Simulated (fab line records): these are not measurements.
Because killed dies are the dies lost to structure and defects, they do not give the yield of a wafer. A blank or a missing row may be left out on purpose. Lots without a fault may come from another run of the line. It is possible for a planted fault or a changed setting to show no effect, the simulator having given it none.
Chamber matching | flow gf180mcu | GF_V4_CVD_00 on hdpcvd-01: 3 sister chambers
The step deposits SiO2, target thk 600 nm, time 100 s. 14 wafers are shown with their chamber, then 7 later ones without.

## EACH WAFER AND ITS CHAMBER
wafer  | chamber | run-length-s (s) | pressure-mtorr (mTorr)
L303.1 | 2       | 129.2            | 5.996
L303.2 | 1       | 126.9            | 5.989
L303.4 | 1       | 127.5            | 5.980
L305.2 | 2       | 129.5            | 6.013
L305.5 | 1       | 126.7            | 6.005
L305.6 | 0       | 127.2            | 5.995
L306.4 | 0       | 127.3            | 6.022
L306.5 | 2       | 129.0            | 5.980
L306.6 | 1       | 126.7            | 6.005
L316.1 | 0       | 127.5            | 6.007
L316.4 | 1       | 127.3            | 6.016
L316.5 | 0       | 127.2            | 6.005
L319.1 | 2       | 129.4            | 5.997
L319.5 | 2       | 128.9            | 6.012

SIGNATURES (averages over the wafers above)
reading        | chamber 0 | chamber 1 | chamber 2 | scatter within a chamber
run-length-s   | 127.300   | 127.020   | 129.200   | 0.278
pressure-mtorr | 6.00725   | 5.99900   | 5.99960   | 0.0133
Rule: distance of a wafer from a chamber = root of the sum over the readings of ((wafer's reading minus chamber's mean) / reading's scatter) squared. If the next closest chamber is less than 2 further off than the closest, the wafer can't be placed; otherwise it belongs to the closest. The scatter is the square root of a quotient: the sum, over the shown wafers, of each reading's squared deviation from its chamber's mean, divided by wafers minus chambers.

## WAFERS MISSING THEIR CHAMBER
wafer  | run-length-s (s) | pressure-mtorr (mTorr)
L319.6 | 127.4            | 5.998
L322.2 | 127.3            | 6.001
L322.3 | 129.1            | 6.017
L322.6 | 127.4            | 5.999
L323.1 | 127.3            | 6.006
L323.2 | 127.0            | 6.001
L323.3 | 129.2            | 6.002

## THE CHAMBER EACH PASSED THROUGH
wafer  | from the rows above     | in truth
L319.6 | can't be placed: 0 or 1 | 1
L322.2 | can't be placed: 0 or 1 | 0
L322.3 | 2                       | 2
L322.6 | can't be placed: 0 or 1 | 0
L323.1 | can't be placed: 0 or 1 | 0
L323.2 | can't be placed: 1 or 0 | 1
L323.3 | 2                       | 2
2 of 7 placed correctly. Can't be placed from these rows: 5 (the true chamber is among the candidates in 5). Number placed wrongly: 0.
